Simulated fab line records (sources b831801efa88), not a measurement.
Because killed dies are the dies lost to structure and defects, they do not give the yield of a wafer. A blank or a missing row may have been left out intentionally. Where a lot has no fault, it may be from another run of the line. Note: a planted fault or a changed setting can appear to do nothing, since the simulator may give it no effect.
fab line records	flow gf180mcu
record lots=24	wafers=72	last-day=34
route steps=602 shown V3@431 M4@456 V4@492 V5@555
lots untouched by any fault: they come from a run of this same line in which no faults occurred
start-h: hours from the record's opening day to when the first of the lot's shown wafers began	wait-h: time in hours since the lot's previous step	" repeats the value in the row above	L1.1+2: a row that stands for several wafers	- either no value or no given start	* or withheld: withheld	< > ~ a bound
route shown NAME@n: a module of which the file shows steps, and the number in the route of the first	usual: mean/standard deviation of fault-free wafers	same: alike in all rows	chamber/n: place in a boat	sites: each site's reading	_std_site: standard deviation of those values	_edge_site: mean of outer sites minus mean of inner sites	radius-mm: how far each site lies from the wafer's centre	mask NAME#n: copy n	behind: the last tool/chamber to shape the wafer	hold: the reason the lot was held/the length of the hold in hours/how it ended	device: whichever transistor did not switch (one of n, p or np)	end of line: at the end of the route, the tests of the same wafers	a step without rows: its recipe alone	killed: count of dies lost to structure and defects at first sort (not the wafer's yield)	map: per-die view of a wafer (x killed, . not killed, _ where there is no die)
set.NAME: the setting as run; set.NAME@STEP: as run at that earlier step	model.NAME: the simulator's own value behind a step, which no gauge read
route steps across a sampled set of lots; one table per step, one row per wafer
services: when a tool's chamber went out of use (start-h, in hours from the record's first day, below 0 if earlier), for how many hours, and the reason
## steps
# step GF_V3_CVD_02
# recipe material=SiO2	target-thk-nm=850	precursor=TEOS	temp-c=400	time-s=94.851	rf-w=600
# usual heater-power-w=650/86
lot.wafer	tool	chamber	start-h	wait-h	heater-power-w
L074.3	pecvd-04	1	491.78	0.0	599
L074.5	"	1	"	"	638
L074.6	"	0	"	"	664
L075.1	pecvd-03	2	504.58	0.1	640
L075.2	"	1	"	"	733
L075.5	"	0	"	"	821
L076.2	pecvd-03	0	508.82	0.0	790
L076.4	"	2	"	"	661
L076.5	"	0	"	"	834
L077.3	pecvd-02	2	522.70	0.1	548
L077.5	"	2	"	"	574
L077.6	"	0	"	"	569
L078.2	pecvd-04	1	535.10	0.0	618
L078.3	"	2	"	"	791
L078.4	"	1	"	"	641
L079.1	pecvd-03	1	537.53	0.1	656
L079.4	"	2	"	"	625
L079.5	"	0	"	"	822
L080.1	pecvd-02	2	556.48	0.1	598
L080.4	"	2	"	"	467
L080.5	"	1	"	"	752
L081.1	pecvd-03	0	561.45	0.1	782
L081.2	"	2	"	"	621
L081.4	"	0	"	"	815
L082.1	pecvd-02	1	563.26	0.1	796
L082.2	"	0	"	"	613
L082.3	"	2	"	"	590
L084.1	pecvd-04	1	575.69	0.1	649
L084.2	"	0	"	"	591
L084.3	"	2	"	"	731
L083.1	pecvd-04	0	579.91	0.1	619
L083.2	"	2	"	"	665
L083.6	"	1	"	"	639
L085.1	pecvd-04	0	594.46	0.1	540
L085.3	"	1	"	"	612
L085.4	"	0	"	"	594
L086.4	pecvd-02	1	597.66	0.1	796
L086.5	"	2	"	"	478
L086.6	"	0	"	"	588
L087.1	pecvd-03	1	607.21	0.1	707
L087.5	"	1	"	"	590
L087.6	"	0	"	"	667
L088.1	pecvd-02	0	611.30	0.1	645
L088.2	"	2	"	"	612
L088.3	"	1	"	"	758
L089.1	pecvd-03	1	615.81	0.1	576
L089.2	"	2	"	"	647
L089.6	"	2	"	"	704
L090.1	pecvd-04	0	619.85	0.1	641
L090.3	"	2	"	"	707
L090.6	"	1	"	"	676
L091.1	pecvd-02	2	627.90	0.1	476
L091.2	"	1	"	"	676
L091.5	"	0	"	"	637
L092.1	pecvd-03	1	638.53	0.1	587
L092.3	"	1	"	"	638
L092.6	"	2	"	"	657
L093.3	pecvd-04	2	648.20	0.0	688
L093.5	"	1	"	"	615
L093.6	"	2	"	"	744
L094.1	pecvd-04	2	653.01	0.1	731
L094.2	"	1	"	"	695
L094.5	"	0	"	"	609
L095.1	pecvd-04	1	658.36	0.1	587
L095.3	"	2	"	"	670
L095.6	"	0	"	"	596
L096.1	pecvd-04	1	676.91	0.1	710
L096.2	"	2	"	"	787
L096.5	"	1	"	"	567
L097.1	pecvd-02	1	677.52	0.1	788
L097.2	"	0	"	"	642
L097.4	"	2	"	"	601
# step GF_V3_SPUTTER_22
# recipe material=TiN	target-thk-nm=10	chamber-pressure-pa=5	power-w=4000	time-s=40
# usual cathode-dc-power-W=4000.1/0.66	chamber-pressure-pa=5.000/0.011	throttle-valve-pct=30.2/0.73
lot.wafer	tool	chamber	start-h	wait-h	cathode-dc-power-W	chamber-pressure-pa	throttle-valve-pct
L074.3	pvd-sputter-02	-	516.42	0.0	4000.6	5.004	32.7
L074.5	"	-	"	"	4001.2	5.008	29.4
L074.6	"	-	"	"	3999.8	5.004	30.0
L075.1	pvd-sputter-03	-	529.10	0.0	3999.3	4.999	29.5
L075.2	"	-	"	"	4000.5	4.991	30.8
L075.5	"	-	"	"	4000.2	5.008	29.8
L076.2	pvd-sputter-01	-	533.11	0.0	4001.1	5.003	30.3
L076.4	"	-	"	"	3999.7	4.982	30.3
L076.5	"	-	"	"	4001.3	4.990	30.7
L077.3	pvd-sputter-02	-	546.75	0.0	3999.5	5.005	29.9
L077.5	"	-	"	"	4000.6	4.985	29.3
L077.6	"	-	"	"	3999.6	4.990	29.9
L078.2	pvd-sputter-01	-	558.70	0.0	4000.2	4.999	30.7
L078.3	"	-	"	"	4000.2	4.996	30.6
L078.4	"	-	"	"	4000.8	5.017	30.4
L079.1	pvd-sputter-01	-	561.30	0.0	4000.9	5.009	30.3
L079.4	"	-	"	"	4000.2	4.993	30.8
L079.5	"	-	"	"	3998.9	4.992	30.4
L080.1	pvd-sputter-01	-	579.64	0.0	4000.9	4.984	30.2
L080.4	"	-	"	"	4000.0	5.012	30.1
L080.5	"	-	"	"	4000.4	5.006	30.2
L081.1	pvd-sputter-02	-	585.01	0.0	4000.8	5.003	29.8
L081.2	"	-	"	"	4000.5	4.990	29.6
L081.4	"	-	"	"	3999.6	4.995	32.4
L082.1	pvd-sputter-02	-	586.90	0.0	3999.9	4.992	32.5
L082.2	"	-	"	"	4000.7	5.012	29.8
L082.3	"	-	"	"	4000.1	4.976	29.6
L084.1	pvd-sputter-03	-	597.89	0.0	3999.8	5.011	30.2
L084.2	"	-	"	"	3999.7	5.009	29.7
L084.3	"	-	"	"	4000.2	5.011	31.0
L083.1	pvd-sputter-03	-	602.20	0.0	4000.7	5.005	29.6
L083.2	"	-	"	"	3999.4	4.994	29.3
L083.6	"	-	"	"	4001.0	5.007	29.6
L085.1	pvd-sputter-02	-	616.81	0.0	3999.2	5.009	29.7
L085.3	"	-	"	"	4000.2	4.995	32.4
L085.4	"	-	"	"	4001.2	5.015	29.8
L086.4	pvd-sputter-01	-	620.23	0.0	4000.5	4.989	30.8
L086.5	"	-	"	"	3998.2	5.001	30.2
L086.6	"	-	"	"	3998.9	4.990	30.5
L087.1	pvd-sputter-03	-	629.57	0.0	4000.8	4.992	29.4
L087.5	"	-	"	"	4000.3	4.998	29.7
L087.6	"	-	"	"	3999.9	5.004	30.7
L088.1	pvd-sputter-01	-	633.27	0.0	3998.7	4.993	30.2
L088.2	"	-	"	"	4000.8	4.980	30.2
L088.3	"	-	"	"	3999.7	4.979	30.5
L089.1	pvd-sputter-03	-	637.84	0.0	4000.8	4.991	30.8
L089.2	"	-	"	"	4000.2	5.002	29.7
L089.6	"	-	"	"	4000.9	4.979	30.5
L090.1	pvd-sputter-02	-	641.50	0.0	4000.1	4.999	32.3
L090.3	"	-	"	"	4000.0	4.996	29.6
L090.6	"	-	"	"	3998.8	5.014	29.6
L091.1	pvd-sputter-03	-	649.52	0.0	4000.2	4.984	29.6
L091.2	"	-	"	"	4001.9	5.006	30.8
L091.5	"	-	"	"	3998.7	4.992	29.4
L092.1	pvd-sputter-01	-	659.74	0.0	4000.4	4.987	30.6
L092.3	"	-	"	"	4000.2	5.004	30.1
L092.6	"	-	"	"	4000.0	4.998	30.1
L093.3	pvd-sputter-01	-	668.89	0.0	4000.3	5.017	30.3
L093.5	"	-	"	"	3999.8	5.018	30.3
L093.6	"	-	"	"	4000.4	5.015	31.0
L094.1	pvd-sputter-02	-	673.96	0.0	3999.4	4.973	32.5
L094.2	"	-	"	"	4000.9	5.007	29.3
L094.5	"	-	"	"	4000.8	5.019	29.4
L095.1	pvd-sputter-01	-	678.81	0.0	3999.5	5.005	30.4
L095.3	"	-	"	"	4000.5	5.015	30.6
L095.6	"	-	"	"	4000.2	5.003	30.8
L096.1	pvd-sputter-02	-	697.31	0.0	4000.4	4.988	28.9
L096.2	"	-	"	"	4000.3	5.020	32.5
L096.5	"	-	"	"	3999.4	4.983	29.7
L097.1	pvd-sputter-03	-	698.01	0.0	3998.9	5.001	29.5
L097.2	"	-	"	"	3999.2	4.992	30.1
L097.4	"	-	"	"	4000.0	4.996	29.7
# step GF_M4_SPUTTER_00
# recipe material=Ti	target-thk-nm=37.5	arriving-ion-energy-ev=80	substrate-temp-c=200	chamber-pressure-pa=2	power-w=4000	time-s=150
# usual cathode-dc-power-W=4000.0/0.75	chamber-pressure-pa=2.000/0.0041	substrate-temp-c=200.02/0.17	throttle-valve-pct=30.3/1.5
lot.wafer	tool	chamber	start-h	wait-h	cathode-dc-power-W	chamber-pressure-pa	substrate-temp-c	throttle-valve-pct
L074.3	pvd-sputter-04	-	517.05	0.1	3999.8	2.006	200.08	32.7
L074.5	"	-	"	"	3999.4	2.006	199.77	32.5
L074.6	"	-	"	"	4000.5	2.000	200.34	27.9
L075.1	pvd-sputter-04	-	529.73	0.1	3999.5	2.003	199.97	27.7
L075.2	"	-	"	"	4000.8	1.995	199.84	29.6
L075.5	"	-	"	"	3999.4	2.001	200.37	32.5
L076.2	pvd-sputter-02	-	533.74	0.1	3999.8	2.007	199.82	32.4
L076.4	"	-	"	"	3999.5	2.002	199.91	29.6
L076.5	"	-	"	"	3999.3	1.998	199.87	29.8
L077.3	pvd-sputter-04	-	547.38	0.1	4001.3	2.004	199.98	32.1
L077.5	"	-	"	"	4000.2	1.994	200.08	32.0
L077.6	"	-	"	"	3999.8	1.994	200.06	27.8
L078.2	pvd-sputter-04	-	559.33	0.1	3999.7	1.995	200.08	29.6
L078.3	"	-	"	"	3999.0	1.998	200.16	32.6
L078.4	"	-	"	"	4000.3	2.009	199.88	32.1
L079.1	pvd-sputter-04	-	561.93	0.2	4000.7	2.002	199.95	32.6
L079.4	"	-	"	"	4000.9	1.999	200.16	29.3
L079.5	"	-	"	"	3999.6	1.993	200.07	29.3
L080.1	pvd-sputter-04	-	580.27	0.2	3999.9	1.997	200.33	32.5
L080.4	"	-	"	"	3999.1	2.001	199.78	29.8
L080.5	"	-	"	"	3999.1	1.998	200.11	32.0
L081.1	pvd-sputter-03	-	585.64	0.2	4000.2	2.003	199.80	31.0
L081.2	"	-	"	"	4000.1	2.003	200.21	29.2
L081.4	"	-	"	"	4000.0	1.998	199.87	29.7
L082.1	pvd-sputter-03	-	587.53	0.1	4000.1	1.996	199.80	30.1
L082.2	"	-	"	"	4000.9	1.997	200.34	29.8
L082.3	"	-	"	"	4000.5	2.003	199.89	29.6
L084.1	pvd-sputter-04	-	598.52	0.2	3999.5	2.000	200.15	32.6
L084.2	"	-	"	"	4000.3	1.998	200.15	29.7
L084.3	"	-	"	"	3999.0	1.998	199.78	32.3
L083.1	pvd-sputter-02	-	602.83	0.1	4000.3	1.997	199.90	32.6
L083.2	"	-	"	"	3999.7	2.001	199.97	30.1
L083.6	"	-	"	"	3999.5	1.991	200.27	32.6
L085.1	pvd-sputter-03	-	617.44	0.2	3999.7	2.002	200.33	29.7
L085.3	"	-	"	"	4001.6	1.999	200.06	29.4
L085.4	"	-	"	"	3999.7	2.001	200.30	29.9
L086.4	pvd-sputter-04	-	620.86	0.1	3999.1	2.000	200.19	32.2
L086.5	"	-	"	"	3999.8	2.011	199.90	32.5
L086.6	"	-	"	"	3999.9	2.000	200.22	32.0
L087.1	pvd-sputter-02	-	630.20	0.1	4000.9	1.999	200.14	29.9
L087.5	"	-	"	"	3999.4	1.999	200.17	30.2
L087.6	"	-	"	"	3997.9	1.998	199.94	29.3
L088.1	pvd-sputter-04	-	634.01	0.2	3999.5	2.001	200.01	32.2
L088.2	"	-	"	"	4000.4	1.998	199.96	27.7
L088.3	"	-	"	"	4000.8	2.004	200.20	29.8
L089.1	pvd-sputter-03	-	638.47	0.2	4000.2	2.010	199.81	31.3
L089.2	"	-	"	"	4001.3	2.006	199.98	29.5
L089.6	"	-	"	"	4000.7	1.997	199.72	30.4
L090.1	pvd-sputter-03	-	642.24	0.1	4000.0	1.996	200.04	30.2
L090.3	"	-	"	"	3999.6	1.998	200.05	30.9
L090.6	"	-	"	"	3998.7	2.005	200.01	30.2
L091.1	pvd-sputter-03	-	650.15	0.2	4000.1	2.001	199.86	29.7
L091.2	"	-	"	"	3999.0	2.003	200.03	30.3
L091.5	"	-	"	"	3999.5	2.002	200.23	29.8
L092.1	pvd-sputter-03	-	660.60	0.1	4000.6	2.002	200.10	30.7
L092.3	"	-	"	"	4000.1	2.009	200.27	29.5
L092.6	"	-	"	"	4000.6	2.008	200.26	29.8
L093.3	pvd-sputter-02	-	669.52	0.2	3999.9	1.997	200.08	29.5
L093.5	"	-	"	"	4001.6	1.996	199.81	30.0
L093.6	"	-	"	"	3999.7	1.999	200.02	29.7
L094.1	pvd-sputter-04	-	674.59	0.1	4000.9	2.001	200.12	27.9
L094.2	"	-	"	"	3999.1	1.995	200.12	32.2
L094.5	"	-	"	"	3997.4	1.997	199.86	32.5
L095.1	pvd-sputter-03	-	679.44	0.1	4000.0	1.998	199.83	29.6
L095.3	"	-	"	"	3999.4	1.999	200.06	31.1
L095.6	"	-	"	"	4000.5	2.000	200.22	30.8
L096.1	pvd-sputter-04	-	697.94	0.2	3999.8	2.008	200.32	32.2
L096.2	"	-	"	"	3999.5	1.997	200.07	29.7
L096.5	"	-	"	"	4001.5	1.993	200.03	32.4
L097.1	pvd-sputter-04	-	698.64	0.1	3999.9	2.002	200.18	27.6
L097.2	"	-	"	"	4000.6	2.008	200.16	29.6
L097.4	"	-	"	"	3999.7	1.992	199.95	32.4
# step GF_M4_STRIP_17
# recipe chemistry=O2/N2	power-w=1400	pressure-mtorr=1500	platen-temp-c=250	o2-flow-sccm=3000	n2-flow-sccm=300	overash-fraction=0.5
# usual drypump-motor-current-A=5.6/0.56	heater-power-w=320/39	oes-product-au=0.559/0.0055	strip-time-to-endpoint-s=7.90/0.031
lot.wafer	tool	chamber	start-h	wait-h	drypump-motor-current-A	heater-power-w	oes-product-au	rf-hours-counter-h	strip-time-to-endpoint-s
L074.3	plasma-asher-04	0	540.33	0.1	5.9	289	0.558	-	7.87
L074.5	"	1	"	"	6.0	374	0.552	-	7.89
L074.6	"	0	"	"	5.9	295	0.560	-	7.92
L075.1	plasma-asher-02	1	552.54	0.1	4.7	262	0.566	12	7.90
L075.2	"	0	"	"	6.4	354	0.557	12	7.93
L075.5	"	0	"	"	6.4	358	0.556	-	7.89
L076.2	plasma-asher-02	0	556.99	0.1	6.4	353	0.555	13	7.88
L076.4	"	0	"	"	6.3	356	0.558	-	7.90
L076.5	"	1	"	"	4.6	271	0.557	-	7.90
L077.3	plasma-asher-02	1	570.22	0.1	4.7	263	0.562	-	7.85
L077.5	"	1	"	"	4.7	266	0.560	-	7.92
L077.6	"	0	"	"	6.4	350	0.547	-	7.86
L078.2	plasma-asher-01	0	581.69	0.1	5.7	346	0.563	48	7.95
L078.3	"	1	"	"	5.4	284	0.559	-	7.99
L078.4	"	0	"	"	5.7	347	0.555	-	7.89
L079.1	plasma-asher-02	1	584.13	0.1	4.7	271	0.564	16	7.94
L079.4	"	1	"	"	4.7	261	0.557	-	7.90
L079.5	"	1	"	"	4.7	273	0.564	-	7.94
L080.1	plasma-asher-04	1	602.05	0.2	6.0	382	0.563	82	7.89
L080.4	"	1	"	"	6.0	370	0.550	-	7.95
L080.5	"	1	"	"	6.0	377	0.559	-	7.91
L081.1	plasma-asher-02	1	607.58	0.1	4.7	266	0.560	18	7.89
L081.2	"	0	"	"	6.4	355	0.561	18	7.94
L081.4	"	1	"	"	4.7	268	0.566	-	7.92
L082.1	plasma-asher-04	1	609.54	0.1	6.0	381	0.560	83	7.93
L082.2	"	0	"	"	5.9	295	0.556	83	7.91
L082.3	"	1	"	"	6.0	382	0.545	-	7.92
L084.1	plasma-asher-01	0	620.38	0.1	5.7	353	0.559	52	7.89
L084.2	"	1	"	"	5.4	290	0.562	52	7.93
L084.3	"	0	"	"	5.7	350	0.561	-	7.92
L083.1	plasma-asher-01	0	624.49	0.1	5.7	353	0.555	52	7.90
L083.2	"	1	"	"	5.4	294	0.556	52	7.89
L083.6	"	0	"	"	5.7	347	0.557	-	7.90
L085.1	plasma-asher-04	0	638.33	0.1	5.9	289	0.562	86	7.90
L085.3	"	1	"	"	6.0	382	0.563	-	7.89
L085.4	"	0	"	"	5.9	289	0.557	-	7.95
L086.4	plasma-asher-01	0	641.72	0.1	5.7	350	0.560	-	7.89
L086.5	"	0	"	"	5.7	342	0.567	-	7.92
L086.6	"	1	"	"	5.4	290	0.563	-	7.92
L087.1	plasma-asher-04	0	651.19	0.1	5.9	293	0.555	88	7.89
L087.5	"	1	"	"	6.0	368	0.552	-	7.86
L087.6	"	0	"	"	5.9	295	0.554	-	7.87
L088.1	plasma-asher-02	1	654.13	0.1	4.7	268	0.565	22	7.89
L088.2	"	0	"	"	6.3	359	0.557	22	7.93
L088.3	"	1	"	"	4.7	271	0.555	-	7.90
L089.1	plasma-asher-01	0	658.79	0.1	5.7	346	0.558	56	7.91
L089.2	"	1	"	"	5.4	298	0.555	56	7.94
L089.6	"	1	"	"	5.4	297	0.554	-	7.92
L090.1	plasma-asher-01	1	662.04	0.1	5.4	292	0.559	56	7.88
L090.3	"	1	"	"	5.4	294	0.568	-	7.94
L090.6	"	1	"	"	5.4	288	0.564	-	7.93
L091.1	plasma-asher-02	0	669.84	0.1	6.4	351	0.566	23	7.91
L091.2	"	1	"	"	4.7	272	0.570	23	7.91
L091.5	"	0	"	"	6.4	357	0.555	-	7.87
L092.1	plasma-asher-01	0	680.59	0.1	5.7	356	0.557	58	7.92
L092.3	"	1	"	"	5.4	298	0.559	-	7.87
L092.6	"	0	"	"	5.7	349	0.570	-	7.92
L093.3	plasma-asher-02	1	688.67	0.1	4.7	269	0.551	-	7.87
L093.5	"	0	"	"	6.4	357	0.554	-	7.84
L093.6	"	1	"	"	4.7	273	0.569	-	7.90
L094.1	plasma-asher-04	1	694.28	0.1	6.0	370	0.555	93	7.89
L094.2	"	0	"	"	5.9	288	0.562	93	7.95
L094.5	"	0	"	"	5.9	291	0.561	-	7.89
L095.1	plasma-asher-02	0	698.73	0.1	6.4	352	0.560	26	7.92
L095.3	"	0	"	"	6.4	355	0.561	-	7.91
L095.6	"	0	"	"	6.4	353	0.569	-	7.93
L096.1	plasma-asher-01	1	715.68	0.1	5.4	296	0.560	62	7.89
L096.2	"	0	"	"	5.7	341	0.553	62	7.88
L096.5	"	1	"	"	5.4	296	0.557	-	7.92
L097.1	plasma-asher-01	1	717.69	0.1	5.4	295	0.567	62	7.86
L097.2	"	0	"	"	5.7	349	0.553	62	7.85
L097.4	"	1	"	"	5.4	291	0.552	-	7.86
# step GF_V4_ETCH_16
# recipe chemistry=N2/H2	target-depth-a=withheld	overetch-a=withheld	time-s=withheld	target=BARC	ion-energy-ev=200	source-w=500	bias-w=100	pressure-mtorr=30	n2-flow-sccm=100	h2-flow-sccm=200
# usual drypump-motor-current-A=5.7/0.48	oes-product-au=0.856/0.0046	throttle-valve-pct=13.225/0.0092
lot.wafer	tool	chamber	start-h	wait-h	drypump-motor-current-A	oes-product-au	throttle-valve-pct
L074.3	rie-diel-03	1	564.12	0.0	6.2	0.855	13.225
L074.5	"	2	"	"	6.1	0.857	13.230
L074.6	"	1	"	"	6.2	0.849	13.227
L075.1	rie-diel-03	3	576.32	0.0	5.3	0.859	13.224
L075.2	"	2	"	"	6.1	0.857	13.226
L075.5	"	3	"	"	5.3	0.863	13.218
L076.2	rie-diel-03	0	580.62	0.0	5.3	0.862	13.224
L076.4	"	3	"	"	5.3	0.843	13.223
L076.5	"	0	"	"	5.3	0.857	13.218
L077.3	rie-diel-03	3	593.04	0.0	5.3	0.853	13.223
L077.5	"	0	"	"	5.4	0.862	13.217
L077.6	"	2	"	"	6.1	0.850	13.217
L078.2	rie-diel-01	3	603.92	0.0	5.9	0.852	13.226
L078.3	"	2	"	"	6.6	0.861	13.226
L078.4	"	1	"	"	4.8	0.856	13.224
L079.1	rie-diel-03	3	607.12	0.0	5.4	0.859	13.229
L079.4	"	0	"	"	5.3	0.857	13.225
L079.5	"	1	"	"	6.1	0.851	13.227
L080.1	rie-diel-03	0	624.04	0.0	5.3	0.854	13.216
L080.4	"	1	"	"	6.2	0.863	13.222
L080.5	"	3	"	"	5.3	0.860	13.232
L081.1	rie-diel-03	1	629.97	0.0	6.2	0.854	13.223
L081.2	"	3	"	"	5.3	0.850	13.223
L081.4	"	0	"	"	5.3	0.865	13.235
L082.1	rie-diel-03	3	631.44	0.0	5.3	0.855	13.227
L082.2	"	1	"	"	6.2	0.855	13.227
L082.3	"	2	"	"	6.1	0.857	13.223
L084.1	rie-diel-03	3	642.22	0.0	5.3	0.855	13.223
L084.2	"	0	"	"	5.3	0.852	13.223
L084.3	"	1	"	"	6.2	0.852	13.220
L083.1	rie-diel-01	2	645.12	0.0	6.6	0.855	13.228
L083.2	"	0	"	"	5.5	0.859	13.227
L083.6	"	3	"	"	5.9	0.858	13.236
L085.1	rie-diel-01	2	660.02	0.0	6.6	0.860	13.235
L085.3	"	1	"	"	4.8	0.849	13.221
L085.4	"	3	"	"	5.9	0.851	13.237
L086.4	rie-diel-03	3	662.64	0.0	5.4	0.859	13.231
L086.5	"	0	"	"	5.3	0.853	13.244
L086.6	"	1	"	"	6.2	0.864	13.240
L087.1	rie-diel-01	0	672.12	0.0	5.5	0.855	13.223
L087.5	"	0	"	"	5.5	0.858	13.223
L087.6	"	1	"	"	4.8	0.857	13.215
L088.1	rie-diel-02	2	674.27	0.0	5.3	0.850	13.218
L088.2	"	3	"	"	5.5	0.862	13.219
L088.3	"	0	"	"	6.0	0.854	13.242
L089.1	rie-diel-02	1	679.34	0.0	5.6	0.858	13.233
L089.2	"	3	"	"	5.5	0.855	13.229
L089.6	"	3	"	"	5.6	0.851	13.236
L090.1	rie-diel-01	0	682.82	0.0	5.5	0.862	13.219
L090.3	"	1	"	"	4.8	0.862	13.222
L090.6	"	2	"	"	6.6	0.851	13.233
L091.1	rie-diel-03	3	690.14	0.0	5.3	0.857	13.231
L091.2	"	0	"	"	5.3	0.862	13.217
L091.5	"	1	"	"	6.2	0.861	13.233
L092.1	rie-diel-02	0	700.64	0.0	6.0	0.854	13.224
L092.3	"	2	"	"	5.3	0.858	13.223
L092.6	"	3	"	"	5.6	0.863	13.222
L093.3	rie-diel-02	3	708.47	0.0	5.5	0.848	13.197
L093.5	"	3	"	"	5.5	0.859	13.229
L093.6	"	0	"	"	6.0	0.856	13.216
L094.1	rie-diel-02	0	714.34	0.0	6.0	0.854	13.223
L094.2	"	1	"	"	5.6	0.862	13.234
L094.5	"	3	"	"	5.5	0.856	13.230
L095.1	rie-diel-01	2	718.34	0.0	6.6	0.858	13.247
L095.3	"	3	"	"	5.9	0.851	13.232
L095.6	"	1	"	"	4.8	0.862	13.242
L096.1	rie-diel-02	1	735.29	0.0	5.6	0.858	13.222
L096.2	"	0	"	"	6.0	0.853	13.215
L096.5	"	1	"	"	5.6	0.855	13.231
L097.1	rie-diel-01	3	736.29	0.0	5.9	0.853	13.227
L097.2	"	2	"	"	6.6	0.858	13.230
L097.4	"	0	"	"	5.5	0.858	13.204
# step GF_V5_OVL_MEAS_15
# usual V5_OVL=2/5.7
lot.wafer	tool	chamber	start-h	wait-h	V5_OVL[nm]
L074.3	overlay-01	-	632.70	0.1	2
L074.5	"	-	"	"	6
L074.6	"	-	"	"	-2
L075.1	overlay-01	-	642.49	0.1	4
L075.2	"	-	"	"	1
L075.5	"	-	"	"	9
L076.2	overlay-02	-	649.09	0.1	7
L076.4	"	-	"	"	1
L076.5	"	-	"	"	-10
L077.3	overlay-02	-	657.50	0.1	2
L077.5	"	-	"	"	2
L077.6	"	-	"	"	8
L078.2	overlay-01	-	667.65	0.1	-1
L078.3	"	-	"	"	3
L078.4	"	-	"	"	1
L079.1	overlay-01	-	671.74	0.1	4
L079.4	"	-	"	"	0
L079.5	"	-	"	"	3
L080.1	overlay-02	-	686.84	0.1	3
L080.4	"	-	"	"	6
L080.5	"	-	"	"	2
L081.1	overlay-02	-	692.54	0.1	-6
L081.2	"	-	"	"	2
L081.4	"	-	"	"	9
L082.1	overlay-01	-	693.48	0.1	5
L082.2	"	-	"	"	-3
L082.3	"	-	"	"	5
L084.1	overlay-01	-	703.63	0.1	9
L084.2	"	-	"	"	0
L084.3	"	-	"	"	1
L083.1	overlay-01	-	706.34	0.1	0
L083.2	"	-	"	"	-4
L083.6	"	-	"	"	-1
L085.1	overlay-02	-	720.14	0.1	0
L085.3	"	-	"	"	8
L085.4	"	-	"	"	-6
L086.4	overlay-02	-	722.65	0.1	-1
L086.5	"	-	"	"	6
L086.6	"	-	"	"	-4
L087.1	overlay-02	-	731.34	0.1	4
L087.5	"	-	"	"	9
L087.6	"	-	"	"	10
L088.1	overlay-01	-	733.68	0.1	9
L088.2	"	-	"	"	-4
L088.3	"	-	"	"	6
L089.1	overlay-02	-	738.49	0.1	3
L089.2	"	-	"	"	-3
L089.6	"	-	"	"	5
L090.1	overlay-02	-	740.44	0.1	6
L090.3	"	-	"	"	3
L090.6	"	-	"	"	0
L091.1	overlay-01	-	747.04	0.1	-13
L091.2	"	-	"	"	4
L091.5	"	-	"	"	-17
L092.1	overlay-02	-	757.17	0.1	6
L092.3	"	-	"	"	6
L092.6	"	-	"	"	6
L093.3	overlay-01	-	763.89	0.1	3
L093.5	"	-	"	"	2
L093.6	"	-	"	"	-2
L094.1	overlay-02	-	768.99	0.1	11
L094.2	"	-	"	"	5
L094.5	"	-	"	"	-2
L095.1	overlay-01	-	772.89	0.1	8
L095.3	"	-	"	"	7
L095.6	"	-	"	"	3
L096.1	overlay-01	-	787.99	0.1	0
L096.2	"	-	"	"	-1
L096.5	"	-	"	"	6
L097.1	overlay-01	-	789.34	0.1	-4
L097.2	"	-	"	"	4
L097.4	"	-	"	"	5
## services
tool	chamber	start-h	hours	kind
rie-diel-01	2	488.43	12.7	repair
pvd-sputter-03	-	494.54	2.9	repair
rie-diel-01	0	495.07	10.8	repair
pecvd-04	-	505.04	0.7	repair
rie-diel-03	0	514.56	21.5	repair
pecvd-02	1	518.51	6.5	repair
pecvd-03	-	518.53	1.2	repair
pvd-sputter-03	-	534.30	2.5	repair
pvd-sputter-02	-	538.52	7.9	repair
pvd-sputter-01	-	547.60	4.8	repair
pecvd-03	1	561.80	10.0	repair
pecvd-03	-	591.12	14.0	pm
pecvd-03	-	593.03	0.5	repair
pvd-sputter-02	-	607.56	3.6	repair
plasma-asher-02	-	619.74	15.6	pm
rie-diel-03	2	631.65	68.9	repair
pecvd-04	2	638.46	3.5	repair
pvd-sputter-02	-	645.00	2.9	repair
pvd-sputter-04	-	655.33	0.7	repair
pvd-sputter-04	-	689.03	2.5	repair
pvd-sputter-03	-	692.91	1.6	repair
pvd-sputter-03	-	704.53	3.1	repair
pvd-sputter-01	-	721.80	5.9	repair
pvd-sputter-01	-	725.00	3.5	repair
## key
fault none
